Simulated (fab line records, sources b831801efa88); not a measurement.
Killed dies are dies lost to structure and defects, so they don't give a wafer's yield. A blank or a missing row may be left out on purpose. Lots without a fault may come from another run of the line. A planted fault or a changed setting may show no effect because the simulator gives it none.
fab line records | flow gf180mcu
record lots=7 wafers=18 last_day=34
route steps=602 shown HV_LDD@229 NSD@235
lots that met no fault: from a run of the same line without faults
start_h: hours from the record's first day to the start of the lot's first wafer shown | wait_h: hours since the lot's step before | " the same as in the row above | L1.1+2: a row that stands for several wafers | - no value, or no start given | * or withheld: withheld | < > ~ a bound
route shown NAME@n: a module of which the file shows steps, and the number in the route of the first | usual: mean/standard deviation of fault-free wafers | same: alike in all rows | chamber/n: place in a boat | sites: the reading at each site | _std_site: their standard deviation | _edge_site: outer sites' mean less inner sites' | radius_mm: how far each site lies from the wafer's centre | mask NAME#n: copy n | behind: the tool/chamber that last shaped the wafer | hold: why the lot was held/for how many hours/how that ended | device: the transistor (n, p or np) that didn't switch | end of line: the same wafers' tests at the end of the route | a step without rows: its recipe alone | killed: dies lost to structure and defects at the first sort, not the wafer's yield | map: a wafer's dies, x killed, . not, _ none there
set.NAME: the setting as run; set.NAME@STEP: as run at that earlier step | model.NAME: the simulator's own value behind a step, which no gauge read
lots at some steps of the route; a table a step, a row a wafer
services: from which hour (start_h, from the record's first day; less than 0 if before it) a tool's chamber was out of use, for how many hours, and why
## steps
# step GF_HV_LDD_RS_MEAS_53
# recipe thk_meas_gauge=four-point-probe
# usual HV_LDD_RS=418.0/0.85
# columns lot.wafer tool chamber start_h wait_h HV_LDD_RS[ohm/sq]
L927.2 film_metro-01 - 268.70 0.1 418.3
L927.3 " - " " 418.2
L927.4 " - " " 417.9
L929.3 film_metro-03 - 295.77 0.1 416.5
L929.4 " - " " 417.7
L929.6 " - " " 417.9
L934.1 film_metro-02 - 331.88 0.1 416.9
L934.6 " - " " 416.9
L935.1 film_metro-01 - 337.43 0.1 418.3
L935.6 " - " " 416.8
L936.3 film_metro-02 - 343.37 0.1 418.2
L936.4 " - " " 417.8
L945.1 film_metro-03 - 416.83 0.1 418.9
L945.4 " - " " 419.3
L945.5 " - " " 418.5
L950.1 film_metro-01 - 459.58 0.1 417.5
L950.2 " - " " 417.4
L950.5 " - " " 417.0
# step GF_HV_LDD_CVD_54
# recipe material=SiO2 target_thk_nm=10 precursor=TEOS temp_c=680 time_s=75 pressure_mtorr=400
# step GF_HV_LDD_THK_MEAS_55
# recipe reads=SiO2_of_HV_LDD_CVD_54
# usual HV_LDD_CVD_54_THK=10.02/0.12
# columns lot.wafer tool chamber start_h wait_h HV_LDD_CVD_54_THK[nm]
L927.2 film_metro-03 - 270.55 0.0 10.15
L927.3 " - " " 10.17
L927.4 " - " " 10.30
L929.3 film_metro-01 - 296.89 0.0 10.07
L929.4 " - " " 9.93
L929.6 " - " " 10.12
L934.1 film_metro-01 - 333.02 0.0 10.19
L934.6 " - " " 10.23
L935.1 film_metro-03 - 338.57 0.0 10.02
L935.6 " - " " 10.04
L936.3 film_metro-03 - 344.52 0.1 9.91
L936.4 " - " " 9.96
L945.1 film_metro-01 - 417.97 0.0 10.13
L945.4 " - " " 9.98
L945.5 " - " " 10.16
L950.1 film_metro-01 - 460.72 0.0 9.80
L950.2 " - " " 9.87
L950.5 " - " " 9.85
# step GF_HV_LDD_CVD_56
# recipe material=Si3N4 precursor=DCS/NH3 target_thk_nm=90 temp_c=770 time_s=1543 pressure_mtorr=250
# step GF_HV_LDD_THK_MEAS_57
# recipe reads=Si3N4_of_HV_LDD_CVD_56
# usual HV_LDD_CVD_56_THK=90.2/0.82
# columns lot.wafer tool chamber start_h wait_h HV_LDD_CVD_56_THK[nm]
L927.2 film_metro-01 - 272.04 0.0 90.9
L927.3 " - " " 90.5
L927.4 " - " " 90.2
L929.3 film_metro-01 - 299.10 0.0 89.4
L929.4 " - " " 89.5
L929.6 " - " " 89.3
L934.1 film_metro-02 - 334.51 0.0 91.0
L934.6 " - " " 91.2
L935.1 film_metro-03 - 340.12 0.1 91.1
L935.6 " - " " 91.1
L936.3 film_metro-01 - 346.01 0.0 91.2
L936.4 " - " " 91.1
L945.1 film_metro-03 - 419.46 0.0 90.8
L945.4 " - " " 90.5
L945.5 " - " " 90.1
L950.1 film_metro-03 - 462.20 0.0 88.6
L950.2 " - " " 89.0
L950.5 " - " " 88.5
# step GF_HV_LDD_ETCHBACK_58
# recipe chemistry=CH3F/O2 target=Si3N4 stop_on=SiO2 source_w=400 bias_w=80 pressure_mtorr=25 ch3f_flow_sccm=40 O2_flow_sccm=30 time_s=100 target_depth_a=900
# usual drypump_motor_current_A=5.8/0.38 oes_product_au=0.844/0.0063 throttle_valve_pct=10.562/0.0091
# columns lot.wafer tool chamber start_h wait_h drypump_motor_current_A oes_product_au rf_hours_counter_h throttle_valve_pct
L927.2 rie_diel-01 0 272.09 0.0 5.8 0.843 2 10.577
L927.3 " 2 " " 5.9 0.841 80 10.553
L927.4 " 1 " " 6.3 0.843 74 10.573
L929.3 rie_diel-01 2 299.14 0.0 5.9 0.848 81 10.562
L929.4 " 0 " " 5.8 0.843 3 10.567
L929.6 " 0 " " 5.8 0.833 - 10.568
L934.1 rie_diel-02 1 334.57 0.1 6.1 0.845 36 10.562
L934.6 " 3 " " 5.5 0.848 - 10.560
L935.1 rie_diel-03 3 340.18 0.1 6.4 0.851 5 10.553
L935.6 " 2 " " 5.8 0.844 - 10.551
L936.3 rie_diel-03 2 346.05 0.0 5.8 0.851 97 10.558
L936.4 " 2 " " 5.8 0.844 - 10.571
L945.1 rie_diel-03 0 419.52 0.1 6.2 0.851 1 10.564
L945.4 " 1 " " 5.6 0.840 0 10.562
L945.5 " 2 " " 5.8 0.831 - 10.572
L950.1 rie_diel-02 0 462.26 0.1 5.4 0.840 9 10.567
L950.2 " 2 " " 5.8 0.832 8 10.550
L950.5 " 0 " " 5.4 0.832 - 10.554
# step GF_NSD_DEHYDRATE_00
# recipe temp_c=200 time_s=60
# step GF_NSD_HMDS_01
# recipe prime_time_s=60 prime_temp_c=120
# step GF_NSD_COAT_02
# recipe resist=NOVOLAK spin_rpm=3000 resist_thk_nm=1000
# step GF_NSD_SOFTBAKE_03
# recipe temp_c=90 time_s=60 resist=NOVOLAK
# step GF_NSD_EXPOSE_04
# recipe mask_id=Nplus target_cd_nm=400 na=0.6 source_shape=conventional sigma_outer=0.6 dose_mj=140
# step GF_NSD_PEB_05
# recipe temp_c=withheld time_s=* resist=NOVOLAK
# step GF_NSD_DEVELOP_06
# recipe develop_time_s=60 dev_temp_c=23
# columns lot.wafer tool chamber start_h wait_h
L927.2+3+4 litho_track-04 0 290.17 0.1
L929.3+4+6 litho_track-03 0 319.27 0.1
L934.1+6 litho_track-03 0 355.72 0.1
L935.1+6 litho_track-03 0 361.37 0.1
L936.3+4 litho_track-03 0 366.92 0.1
L945.1+4+5 litho_track-04 0 443.84 0.1
L950.1+2+5 litho_track-02 0 486.04 0.1
# step GF_NSD_CD_MEAS_07
# recipe target_cd_nm=400
# usual cd_nm=399.9/2.3
# columns lot.wafer tool chamber start_h wait_h cd_nm
L927.2 cd_sem-01 - 290.32 0.1 395.7
L927.3 " - " " 397.3
L927.4 " - " " 396.7
L929.3 cd_sem-02 - 319.41 0.1 398.9
L929.4 " - " " 399.7
L929.6 " - " " 400.6
L934.1 cd_sem-02 - 355.87 0.1 366.8
L934.6 " - " " 399.8
L935.1 cd_sem-01 - 361.52 0.1 368.4
L935.6 " - " " 402.2
L936.3 cd_sem-01 - 367.06 0.1 400.9
L936.4 " - " " 370.9
L945.1 cd_sem-02 - 443.99 0.1 402.2
L945.4 " - " " 402.5
L945.5 " - " " 404.0
L950.1 cd_sem-01 - 486.19 0.1 398.4
L950.2 " - " " 401.5
L950.5 " - " " 398.6
# step GF_NSD_OVL_MEAS_08
# usual NSD_OVL=-0.9/1.3
# columns lot.wafer tool chamber start_h wait_h NSD_OVL[nm]
L927.2 overlay-02 - 290.42 0.1 -1.6
L927.3 " - " " -3.6
L927.4 " - " " -3.4
L929.3 overlay-02 - 319.50 0.1 -0.9
L929.4 " - " " -2.8
L929.6 " - " " -1.4
L934.1 overlay-02 - 355.99 0.1 -1.0
L934.6 " - " " -1.3
L935.1 overlay-01 - 361.64 0.1 0.1
L935.6 " - " " -0.1
L936.3 overlay-01 - 367.15 0.1 -2.4
L936.4 " - " " 1.5
L945.1 overlay-02 - 444.11 0.1 0.0
L945.4 " - " " -1.5
L945.5 " - " " -1.3
L950.1 overlay-02 - 486.31 0.1 -3.1
L950.2 " - " " -2.3
L950.5 " - " " -3.6
## services
# columns tool chamber start_h hours kind
rie_diel-02 - 266.56 1.3 repair
rie_diel-01 3 302.20 - clean
rie_diel-01 3 302.20 27.0 scheduled_down
rie_diel-01 3 302.20 27.0 vent_cycle
rie_diel-02 2 306.16 19.8 repair
rie_diel-03 0 342.69 - clean
rie_diel-03 0 342.69 23.4 scheduled_down
rie_diel-03 0 342.69 23.4 vent_cycle
rie_diel-01 - 352.04 0.1 repair
rie_diel-03 1 380.35 4.9 repair
rie_diel-03 1 387.23 1.2 repair
rie_diel-03 1 388.44 - clean
rie_diel-03 1 388.44 18.2 scheduled_down
rie_diel-03 1 388.44 18.2 vent_cycle
rie_diel-02 3 418.20 1.6 repair
rie_diel-02 3 446.73 6.9 repair
rie_diel-02 0 470.74 15.1 repair
## key
first_sign step=GF_NSD_CD_MEAS_07 reading=cd_nm direction=down sigmas=14 usual=399.9 struck=368.7
effect none on later readings
met_at GF_NSD_DEVELOP_06
struck_wafers L934.1,L935.1,L936.4
sort_left_out L936.4
tester_left_out L934,L935,L936
onset_between 319.27 355.72
fault kind=process_parameter_drift tool=litho_track-03 chamber=- onset_h=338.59 steps=GF_NSD_DEVELOP_06 channel=develop_time_s offset=* shape=step end_h=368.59 scope=struck_wafers_only acts_in=* stated=*
# tester_left_out: of these lots the tester's yield and bins aren't shown, on N5 and GAA mostly nor the transistor test; their killed dies are dies lost to structure and defects alone, not to doping, threshold or leakage, so they don't give the yield
# sort_left_out: the simulated sort isn't trusted on such a fault, so these wafers' sort isn't shown, and their yield isn't known
